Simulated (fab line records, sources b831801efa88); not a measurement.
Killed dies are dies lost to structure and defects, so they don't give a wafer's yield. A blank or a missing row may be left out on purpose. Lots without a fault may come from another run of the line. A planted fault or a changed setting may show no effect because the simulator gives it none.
A struck lot beside a sound one | flow sky130 | 23 steps out of a route of 708
Sound: wafers L477.1, L477.3, L477.5. Struck: wafers L488.2, L488.3, L488.6. The cause comes at the end.
At each step with rows: each side's tool, then ch and its chambers, then its first start. Under that, the readings that differ: sound wafers | struck wafers | difference of the means | sigmas: that difference in standard deviations of wafers without a fault.
alike: readings whose means differ by less than 2 such deviations, and words and numbers that are the same on both sides. not compared: withheld readings, readings that some wafer has no value for, bounds like >300 that may hide the same value, and numbers for which the record gives no deviation and whose values overlap.
The two part at a step that has a row with sigmas, a row that says differs or no value, or rows on one side only. Numbers that don't overlap but have no deviation are shown without sigmas and don't part them. A reading that every wafer of one side lacks parts them only if that side has two wafers or more.

first, 8 steps without rows for these wafers: SKY_LDD_N_IMPLANT_08; SKY_LDD_N_IMPLANT_09; SKY_LDD_N_IMPLANT_10; SKY_LDD_N_IMPLANT_11; SKY_LDD_N_IMPLANT_12; SKY_LDD_N_IMPLANT_13; SKY_LDD_N_IMPLANT_14; SKY_LDD_N_IMPLANT_15.
SKY_LDD_N_STRIP_16: strips in O2/N2.
  sound on plasma_asher-03 ch 0, day 17 15:17; struck on plasma_asher-03 ch 0,1, day 22 19:01
  alike: drypump_motor_current_A, oes_product_au, strip_time_to_endpoint_s
  not compared: rf_hours_counter_h
SKY_LDD_N_TW_MEAS_17:
  sound on film_metro-02, day 17 15:23; struck on film_metro-04, day 22 19:08
  alike: LDD_N_TW
then, 2 steps without rows for these wafers: SKY_LDD_P_DEHYDRATE_00 (time 60 s); SKY_LDD_P_HMDS_01 (prime time 60 s).
SKY_LDD_P_COAT_02: resist thk 1140 nm.
  sound on litho_track-03 ch 0, day 18 05:31; struck on litho_track-03 ch 0, day 23 09:44
  reading                                    | sound                | struck               | difference | sigmas
  spin_speed_rpm (rpm)                       | 2999.7 3000.9 2998.2 | 2912.5 2911.4 2910.7 | -88.1      | -44
  model.NOVOLAK_of_LDD_P_COAT_02.thk_nm (nm) | 1138 1137 1137       | 1155 1153 1157       | +18        |
then, 3 steps without rows for these wafers: SKY_LDD_P_SOFTBAKE_03 (time 60 s); SKY_LDD_P_EXPOSE_04 (exposes mask PSDM, target cd 380 nm); SKY_LDD_P_PEB_05.
SKY_LDD_P_DEVELOP_06: develop time 60 s.
  sound on litho_track-01 ch 0, day 18 20:10; struck on litho_track-01 ch 0, day 24 01:20
  reading                                    | sound          | struck         | difference | sigmas
  model.NOVOLAK_of_LDD_P_COAT_02.thk_nm (nm) | 1138 1137 1137 | 1155 1153 1156 | +17        |
SKY_LDD_P_CD_MEAS_07: target cd 380 nm.
  sound on cd_sem-01, day 18 20:19; struck on cd_sem-02, day 24 01:29
  alike: cd_nm
SKY_LDD_P_OVL_MEAS_08:
  sound on overlay-01, day 18 20:26; struck on overlay-01, day 24 01:35
  alike: LDD_P_OVL
then, 1 step without rows for these wafers: SKY_LDD_P_IMPLANT_09.
SKY_LDD_P_STRIP_10: strips in O2/N2.
  sound on plasma_asher-01 ch 0,1, day 18 20:37; struck on plasma_asher-03 ch 0, day 24 01:46
  reading                      | sound             | struck            | difference | sigmas
  strip_time_to_endpoint_s (s) | 14.15 14.15 14.13 | 14.33 14.30 14.36 | +0.19      | +4
  alike: drypump_motor_current_A, oes_product_au
  not compared: rf_hours_counter_h
SKY_LDD_P_TW_MEAS_11:
  sound on film_metro-01, day 18 20:43; struck on film_metro-02, day 24 01:52
  alike: LDD_P_TW
then, 1 step without rows for these wafers: SKY_PAD_OPEN_PROBE_99.

WHERE THEY PART
First at SKY_LDD_P_COAT_02; last, within this record, at SKY_LDD_P_STRIP_10. Later steps at which nothing parts them and some readings are alike: SKY_LDD_P_TW_MEAS_11.

WHY: what the simulator had put in
Process parameter drift: litho_track-03, from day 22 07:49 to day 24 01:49, at SKY_LDD_P_COAT_02. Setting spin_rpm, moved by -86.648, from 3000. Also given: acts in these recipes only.
